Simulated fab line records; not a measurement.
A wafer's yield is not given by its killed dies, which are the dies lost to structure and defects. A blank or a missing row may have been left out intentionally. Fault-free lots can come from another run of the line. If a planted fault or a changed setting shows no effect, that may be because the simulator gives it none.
Commonality check across tools :: flow sky130 :: Sample size 11 lots and 36 wafers

== THE REASON FOR OPENING IT ==
1 of 11 lots carry a flag on the reading LDD_HVP_TW at SKY_LDD_HVP_TW_MEAS_10. No-fault wafers: 452, standard deviation 3.4.
Rule: flag the lot when none of its wafers has a number, or when each of its wafers that has one lies beyond 4 standard deviations from that mean. As for the other lots, they are considered sound.

lot: L170
measured: day 21 03:01
on: filmMetro-03
LDD_HVP_TW, wafer by wafer: 450 449 451
flag: 

lot: L172
measured: day 22 10:55
on: filmMetro-04
LDD_HVP_TW, wafer by wafer: 449 450 449
flag: 

lot: L174
measured: day 23 01:29
on: filmMetro-04
LDD_HVP_TW, wafer by wafer: 449 448 451
flag: 

lot: L175
measured: day 23 15:01
on: filmMetro-04
LDD_HVP_TW, wafer by wafer: 447 450 453
flag: 

lot: L176
measured: day 24 06:53
on: filmMetro-02
LDD_HVP_TW, wafer by wafer: 457 456 455
flag: 

lot: L177
measured: day 24 11:28
on: filmMetro-02
LDD_HVP_TW, wafer by wafer: 454 457 454
flag: 

lot: L178
measured: day 24 13:31
on: filmMetro-04
LDD_HVP_TW, wafer by wafer: 445 447 445
flag: 

lot: L182
measured: day 26 12:29
on: filmMetro-03
LDD_HVP_TW, wafer by wafer: 452 455 453
flag: 

lot: L184
measured: day 26 14:22
on: filmMetro-03
LDD_HVP_TW, wafer by wafer: 455 454 454
flag: 

lot: L186
measured: day 27 06:52
on: filmMetro-02
LDD_HVP_TW, wafer by wafer: 30 30 30 30 30 30
flag: FLAGGED

lot: L188
measured: day 28 04:31
on: filmMetro-03
LDD_HVP_TW, wafer by wafer: 452 452 450
flag: 
Averaged over the flagged lots the numbers come to 30, -422 from the usual (-99 or more standard deviations).

== TOOL THAT RAN EACH LOT ==
The record holds 3 process steps before the reading, out of a route of 708 steps. In each cell: the tool, then ch and the chambers that the sampled wafers went through, then the start.
lot: L170
flag: 
SKY_SONOS_ONO_STRIP_17: plasmaAsher-02 ch 0,1, day 12 08:16
SKY_GATE_OXIDE_STRIP_13: plasmaAsher-03 ch 0,1, day 13 11:25
SKY_LDD_HVP_EXPOSE_04: ilineStepper-02 ch 0, day 20 11:13

lot: L172
flag: 
SKY_SONOS_ONO_STRIP_17: plasmaAsher-04 ch 0,1, day 13 04:08
SKY_GATE_OXIDE_STRIP_13: plasmaAsher-02 ch 0,1, day 14 08:43
SKY_LDD_HVP_EXPOSE_04: ilineStepper-02 ch 0, day 21 19:34

lot: L174
flag: 
SKY_SONOS_ONO_STRIP_17: plasmaAsher-02 ch 0,1, day 13 22:17
SKY_GATE_OXIDE_STRIP_13: plasmaAsher-01 ch 0,1, day 15 03:34
SKY_LDD_HVP_EXPOSE_04: ilineStepper-01 ch 0, day 22 09:11

lot: L175
flag: 
SKY_SONOS_ONO_STRIP_17: plasmaAsher-04 ch 0,1, day 14 08:17
SKY_GATE_OXIDE_STRIP_13: plasmaAsher-01 ch 0,1, day 15 14:32
SKY_LDD_HVP_EXPOSE_04: ilineStepper-01 ch 0, day 23 00:32

lot: L176
flag: 
SKY_SONOS_ONO_STRIP_17: plasmaAsher-01 ch 0,1, day 14 23:15
SKY_GATE_OXIDE_STRIP_13: plasmaAsher-03 ch 0,1, day 16 05:37
SKY_LDD_HVP_EXPOSE_04: ilineStepper-02 ch 0, day 23 16:09

lot: L177
flag: 
SKY_SONOS_ONO_STRIP_17: plasmaAsher-04 ch 0,1, day 15 04:03
SKY_GATE_OXIDE_STRIP_13: plasmaAsher-02 ch 0, day 16 11:08
SKY_LDD_HVP_EXPOSE_04: ilineStepper-01 ch 0, day 23 21:09

lot: L178
flag: 
SKY_SONOS_ONO_STRIP_17: plasmaAsher-01 ch 0,1, day 15 08:36
SKY_GATE_OXIDE_STRIP_13: plasmaAsher-02 ch 0,1, day 16 15:22
SKY_LDD_HVP_EXPOSE_04: ilineStepper-01 ch 0, day 23 23:47

lot: L182
flag: 
SKY_SONOS_ONO_STRIP_17: plasmaAsher-02 ch 0,1, day 17 07:33
SKY_GATE_OXIDE_STRIP_13: plasmaAsher-03 ch 0,1, day 18 17:17
SKY_LDD_HVP_EXPOSE_04: ilineStepper-01 ch 0, day 25 22:16

lot: L184
flag: 
SKY_SONOS_ONO_STRIP_17: plasmaAsher-02 ch 0,1, day 17 12:17
SKY_GATE_OXIDE_STRIP_13: plasmaAsher-03 ch 0,1, day 18 19:55
SKY_LDD_HVP_EXPOSE_04: ilineStepper-01 ch 0, day 26 00:02

lot: L186
flag: FLAGGED
SKY_SONOS_ONO_STRIP_17: plasmaAsher-01 ch 0,1, day 18 03:59
SKY_GATE_OXIDE_STRIP_13: plasmaAsher-01 ch 0,1, day 19 11:31
SKY_LDD_HVP_EXPOSE_04: ilineStepper-01 ch 0, day 26 17:46

lot: L188
flag: 
SKY_SONOS_ONO_STRIP_17: plasmaAsher-01 ch 0,1, day 19 04:09
SKY_GATE_OXIDE_STRIP_13: plasmaAsher-02 ch 1, day 20 13:49
SKY_LDD_HVP_EXPOSE_04: ilineStepper-02 ch 0, day 27 15:26
What is done by these steps:
- SKY_SONOS_ONO_STRIP_17: strips in O2/N2.
- SKY_GATE_OXIDE_STRIP_13: strips in O2/N2.
- SKY_LDD_HVP_EXPOSE_04: exposes mask HVPTM, target cd 700 nm.
- SKY_LDD_HVP_TW_MEAS_10

== FLAGGED AGAINST TOTAL, ONE TOOL AT A TIME (gauges that did the reading follow at the end) ==
step: SKY_SONOS_ONO_STRIP_17
tool: plasmaAsher-01
lots run: 4
flagged: 1
share of the flagged lots: all
sound lots run after its first flagged lot: 1 (L188)

step: SKY_SONOS_ONO_STRIP_17
tool: plasmaAsher-02
lots run: 4
flagged: 0
share of the flagged lots: none
sound lots run after its first flagged lot: -

step: SKY_SONOS_ONO_STRIP_17
tool: plasmaAsher-04
lots run: 3
flagged: 0
share of the flagged lots: none
sound lots run after its first flagged lot: -

step: SKY_GATE_OXIDE_STRIP_13
tool: plasmaAsher-01
lots run: 3
flagged: 1
share of the flagged lots: all
sound lots run after its first flagged lot: 0

step: SKY_GATE_OXIDE_STRIP_13
tool: plasmaAsher-02
lots run: 4
flagged: 0
share of the flagged lots: none
sound lots run after its first flagged lot: -

step: SKY_GATE_OXIDE_STRIP_13
tool: plasmaAsher-03
lots run: 4
flagged: 0
share of the flagged lots: none
sound lots run after its first flagged lot: -

step: SKY_LDD_HVP_EXPOSE_04
tool: ilineStepper-01
lots run: 7
flagged: 1
share of the flagged lots: all
sound lots run after its first flagged lot: 0

step: SKY_LDD_HVP_EXPOSE_04
tool: ilineStepper-02
lots run: 4
flagged: 0
share of the flagged lots: none
sound lots run after its first flagged lot: -

step: SKY_LDD_HVP_TW_MEAS_10
tool: filmMetro-02
lots run: 3
flagged: 1
share of the flagged lots: all
sound lots run after its first flagged lot: 0

step: SKY_LDD_HVP_TW_MEAS_10
tool: filmMetro-03
lots run: 4
flagged: 0
share of the flagged lots: none
sound lots run after its first flagged lot: -

step: SKY_LDD_HVP_TW_MEAS_10
tool: filmMetro-04
lots run: 4
flagged: 0
share of the flagged lots: none
sound lots run after its first flagged lot: -

== WHAT THE TABLE ALLOWS ==
4 rows of the table ran every flagged lot: plasmaAsher-01 at SKY_SONOS_ONO_STRIP_17, plasmaAsher-01 at SKY_GATE_OXIDE_STRIP_13, ilineStepper-01 at SKY_LDD_HVP_EXPOSE_04, filmMetro-02 at SKY_LDD_HVP_TW_MEAS_10.
- plasmaAsher-01 at SKY_SONOS_ONO_STRIP_17 ran 4 lots, 1 of them flagged. Sound lots ran on it after the first flagged one (L188), which a lasting fault on the whole tool wouldn't allow.
- plasmaAsher-01 at SKY_GATE_OXIDE_STRIP_13 ran 3 lots, 1 of them flagged. Its last sound lot is L175 (day 15 14:32), its first flagged lot L186 (day 19 11:31): a fault that began between those two fits.
- ilineStepper-01 at SKY_LDD_HVP_EXPOSE_04 ran 7 lots, 1 of them flagged. Its last sound lot is L184 (day 26 00:02), its first flagged lot L186 (day 26 17:46): a fault that began between those two fits.
- filmMetro-02 at SKY_LDD_HVP_TW_MEAS_10 ran 3 lots, 1 of them flagged. Its last sound lot is L177 (day 24 11:28), its first flagged lot L186 (day 27 06:52): a fault that began between those two fits.
These 3 tools cannot be told apart by counting lots, since each of them fits a fault that started at some hour. More lots, or a look at what each step does to the wafer, might.

== WHAT THE SIMULATOR HAD INSERTED ==
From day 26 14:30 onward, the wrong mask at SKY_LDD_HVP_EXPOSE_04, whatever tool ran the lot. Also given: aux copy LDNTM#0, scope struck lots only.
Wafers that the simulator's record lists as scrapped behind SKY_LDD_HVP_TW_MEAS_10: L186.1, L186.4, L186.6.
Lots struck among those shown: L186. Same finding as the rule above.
